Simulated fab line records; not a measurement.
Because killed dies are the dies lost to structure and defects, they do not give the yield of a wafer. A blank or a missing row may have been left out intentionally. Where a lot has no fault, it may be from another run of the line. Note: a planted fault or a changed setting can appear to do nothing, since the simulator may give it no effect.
Problem report, 8D (eight disciplines) form, completed by code / flow gf180mcu / the parts of the form that need people (team, actions taken, sign-off) are left out

== 1. PROBLEM STATEMENT ==
Mean NWELL_RS at GF_VT_IMPLANT_RS_MEAS_47: 476.5 ohm/sq over 6 wafers in 2 lots; fault-free wafers: 488.3 ohm/sq, standard deviation 1.4. Relative to the usual mean, that is a shift of -8.4 standard deviations.
The step: measures by four-point-probe.
Earliest sighting: wafer L554.1 on film metro-01 at day 9 13:21. Wafers with a number at this step in the record: 39, from 13 lots. By rule, "out" or "out of limits" means more than 4 standard deviations away from the usual mean. Any other wafer with a number is counted as sound.

== 2. WHAT IT IS, WHAT IT ISN'T ==
question=which readings at this step | is=NWELL_RS | is not=-
question=which lots | is=L554, L556 | is not=L547, L548, L549, L550, L551, L558, L562, L565, L566, L567, L570
question=which wafers of those lots | is=all that have a number | is not=-
question=read on which gauges | is=film metro-01, film metro-02 | is not=film metro-04
question=when | is=from day 9 13:21 | is not=up to then (15 sound wafers); but 18 sound wafers of L558, L562, L565, L566, L567, L570 came after

== 3. THE SUSPECTS, EACH WITH WHAT RULES IT OUT ==
Counting: a tool stays on the suspect list if, at a process step up to the reading, it processed all lots that are out and no sound lot following the first of them.
- the gauge at GF_VT_IMPLANT_RS_MEAS_47 is ruled out. Those wafers that are out were read across 2 gauges (film metro-01, film metro-02).
- implanter-02 at GF_NWELL_IMPLANT_08: kept. Every lot that is out went through it, starting with L554 (day 4 22:46), and after that it ran no sound lot; the last sound lot it ran before then is L551 (day 4 04:55). Its own readings are out on those wafers: beam energy keV.
Left after counting: implanter-02 at GF_NWELL_IMPLANT_08.

== 4. THE CAUSE (what the simulator had put in) ==
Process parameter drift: implanter-02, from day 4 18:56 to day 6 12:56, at GF_NWELL_IMPLANT_08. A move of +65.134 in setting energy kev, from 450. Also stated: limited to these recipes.
The count eliminated every tool but this one.

== 5. SEQUENCE OF EFFECTS, ordered by route ==
Rows list readings where the struck wafers' mean (over those with a number) sits beyond 3 standard deviations from the usual. Only readings whose record carries a usual standard deviation are examined. hours: median over the lots of the time between each lot's start at the first step of this table that gives one and its start at this step. sigmas: the change, counted in usual standard deviations.
hours=0; step=GF_NWELL_IMPLANT_08; reading=beam energy keV; usual=450.00; on struck wafers=515.00; change=+65.00; sigmas=+99 or more
hours=113; step=GF_VT_IMPLANT_RS_MEAS_47; reading=NWELL_RS; usual=488.3 ohm/sq; on struck wafers=476.5; change=-11.8; sigmas=-8.4
It contains these process steps:
- GF_NWELL_IMPLANT_08
Later steps that measure or inspect, where all struck wafers having a row at the step show a number for every such reading and not one has moved that far: GF_VT_IMPLANT_RS_MEAS_48.

== 6. WHAT WOULD HAVE CAUGHT IT SOONER ==
The first out-of-limits reading at a measuring or inspecting step in this record came at day 9 13:21, 114 hours after the fault's start at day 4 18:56.
The tool's own readings at GF_NWELL_IMPLANT_08 were out on every struck wafer that the step has a row for (beam energy keV): an alarm limit on them would have fired on the first of those.
The start of GF_NWELL_IMPLANT_08 on implanter-02 came by day 9 13:21 for every one of the lots that are out (2). Tool hold at that time: it would have spared none of them.
